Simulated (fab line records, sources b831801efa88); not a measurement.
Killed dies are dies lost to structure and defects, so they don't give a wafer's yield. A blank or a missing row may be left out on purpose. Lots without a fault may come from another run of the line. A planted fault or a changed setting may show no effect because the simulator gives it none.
A struck lot beside a sound one | flow sky130 | 33 steps out of a route of 708
Sound: wafers L391.4, L391.5, L391.6. Struck: wafers L382.2, L382.4, L382.5. The cause comes at the end.
At each step with rows: each side's tool, then ch and its chambers, then its first start. Under that, the readings that differ: sound wafers | struck wafers | difference of the means | sigmas: that difference in standard deviations of wafers without a fault.
alike: readings whose means differ by less than 2 such deviations, and words and numbers that are the same on both sides. not compared: withheld readings, readings that some wafer has no value for, bounds like >300 that may hide the same value, and numbers for which the record gives no deviation and whose values overlap.
The two part at a step that has a row with sigmas, a row that says differs or no value, or rows on one side only. Numbers that don't overlap but have no deviation are shown without sigmas and don't part them. A reading that every wafer of one side lacks parts them only if that side has two wafers or more.

first, 7 steps without rows for these wafers: SKY_SONOS_TUNNEL_DEVELOP_06 (develop time 60 s); SKY_SONOS_TUNNEL_IMPLANT_09; SKY_SONOS_TUNNEL_WET_ETCH_10 (etches SiO2 in dHF, target depth 14 nm, time 280 s); SKY_SONOS_TUNNEL_STRIP_11 (strips in SPM, time 600 s); SKY_SONOS_TUNNEL_CLEAN_13 (cleans in dHF, time 20 s); SKY_SONOS_ONO_OXIDATION_00 (stabilise 600 s, purge 300 s, target thk 2.6 nm); SKY_SONOS_ONO_CVD_02 (deposits Si3N4 from DCS/NH3, target thk 10.5 nm, time 180 s).
SKY_SONOS_ONO_CVD_04: deposits SiO2 from SiH4/N2O, target thk 5.7199 nm.
  sound on lpcvd-03 ch 0, day 15 20:04; struck on lpcvd-03 ch 1, day 12 18:46
  reading                                    | sound             | struck            | difference | sigmas
  spike_tc_centre_C (C)                      | 901.2 901.7 901.7 | 921.9 921.6 923.9 | +20.9      | +21
  zone_power_bottom_pct (%)                  | 26.7 26.9 26.9    | 30.4 30.9 30.8    | +3.9       | +2
  zone_power_centre_pct (%)                  | 16.88 16.81 16.42 | 23.23 23.15 23.04 | +6.44      | +38
  zone_power_lower_pct (%)                   | 14.25 14.12 14.22 | 11.22 11.20 11.30 | -2.96      | -23
  zone_power_upper_pct (%)                   | 17.9 17.9 17.8    | 12.4 12.5 12.2    | -5.5       | -6
  model.SiO2_of_SONOS_ONO_CVD_04.thk_nm (nm) | 5.745 5.727 5.725 | 6.019 6.162 6.284 | +0.423     |
then, 23 steps without rows for these wafers: SKY_SONOS_ONO_DEHYDRATE_06 (time 60 s); SKY_SONOS_ONO_HMDS_07 (prime time 60 s); SKY_SONOS_ONO_COAT_08 (resist thk 1140 nm); SKY_SONOS_ONO_SOFTBAKE_09 (time 60 s); SKY_SONOS_ONO_EXPOSE_10 (exposes mask ONOM, target cd 410 nm); SKY_SONOS_ONO_PEB_11; SKY_SONOS_ONO_DEVELOP_12 (develop time 60 s); SKY_SONOS_ONO_ETCH_15 (etches the open film in CHF3/O2, target depth 19.52 nm, time 7.8 s); SKY_SONOS_ONO_WET_ETCH_16 (etches SiO2 in dHF, target depth 14 nm, time 280 s); SKY_SONOS_ONO_STRIP_17 (strips in O2/N2); SKY_SONOS_ONO_WET_ETCH_18 (etches Si3N4 in H3PO4, target depth 15 nm, time 172 s); SKY_GATE_OXIDE_CLEAN_00 (cleans in SC1/SC2, time 150 s); SKY_GATE_OXIDE_OXIDATION_01 (stabilise 600 s, purge 300 s, target thk 10.268 nm); SKY_GATE_OXIDE_DEHYDRATE_03 (time 60 s); SKY_GATE_OXIDE_HMDS_04 (prime time 60 s); SKY_GATE_OXIDE_COAT_05 (resist thk 1140 nm); SKY_GATE_OXIDE_SOFTBAKE_06 (time 60 s); SKY_GATE_OXIDE_EXPOSE_07 (exposes mask LVOM, target cd 600 nm); SKY_GATE_OXIDE_PEB_08; SKY_GATE_OXIDE_DEVELOP_09 (develop time 60 s); SKY_GATE_OXIDE_IMPLANT_11; SKY_GATE_OXIDE_WET_ETCH_12 (etches SiO2 in dHF, target depth 16.8 nm, time 336 s); SKY_GATE_OXIDE_STRIP_13 (strips in O2/N2).
-- the record jumps here: 2 days lie between the struck wafers' starts before and after --
SKY_GATE_OXIDE_CLEAN_15: cleans in SC1/SC2, time 150 s.
  sound on wet_bench-03 ch 1, day 18 09:19; struck on wet_bench-01 ch 0, day 15 04:00
  reading                                    | sound            | struck            | difference | sigmas
  model.SiO2_of_SONOS_ONO_CVD_04.thk_nm (nm) | 4.228 4.21 4.212 | 4.494 4.632 4.759 | +0.412     |
-- the record jumps here: 32 days lie between the struck wafers' starts before and after (it left off in module GATE_OXIDE and takes up again in module PAD_OPEN, whose first step shown is number 708 of the route) --
SKY_PAD_OPEN_PROBE_99:
  sound on prober-01, day 49 04:05; struck on prober-02, day 46 18:17
  reading                               | sound                | struck               | difference | sigmas
  model.etest.cap_ono.gate_log10_a_cm2  | -7.984 -7.986 -7.878 | -8.178 -8.519 -8.601 | -0.483     |
  model.etest.cap_ono.gate_bv_v (V)     | 16.33 16.5 16.5      | 16.79 16.82 17.12    | +0.47      |
  model.etest.cap_ono.tox_acc_nm (nm)   | 12.91 12.89 12.95    | 13.06 13.34 13.44    | +0.36      |
  model.etest.sonos_programmed.vt_v (V) | 1.43 1.435 1.47      | 1.335 1.248 1.161    | -0.197     |
  model.etest.sonos_erased.vt_v (V)     | -2.272 -2.286 -2.29  | -2.204 -2.107 -1.99  | +0.182     |
  alike: killed_at_M0_to_M3, killed_at_M4_up, killed_at_contacts, killed_at_front_end, killed_at_other, killed_dies, killed_open, killed_short
  not compared: model.etest.sonos_baked.vt_v, model.etest.sonos_baked.vt_less_v

WHERE THEY PART
Only at SKY_SONOS_ONO_CVD_04, within this record. Later steps at which nothing parts them and some readings are alike: SKY_PAD_OPEN_PROBE_99.

WHY: what the simulator had put in
Process parameter drift: lpcvd-03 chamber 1, from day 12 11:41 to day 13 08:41, at SKY_SONOS_ONO_CVD_04. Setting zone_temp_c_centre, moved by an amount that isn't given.
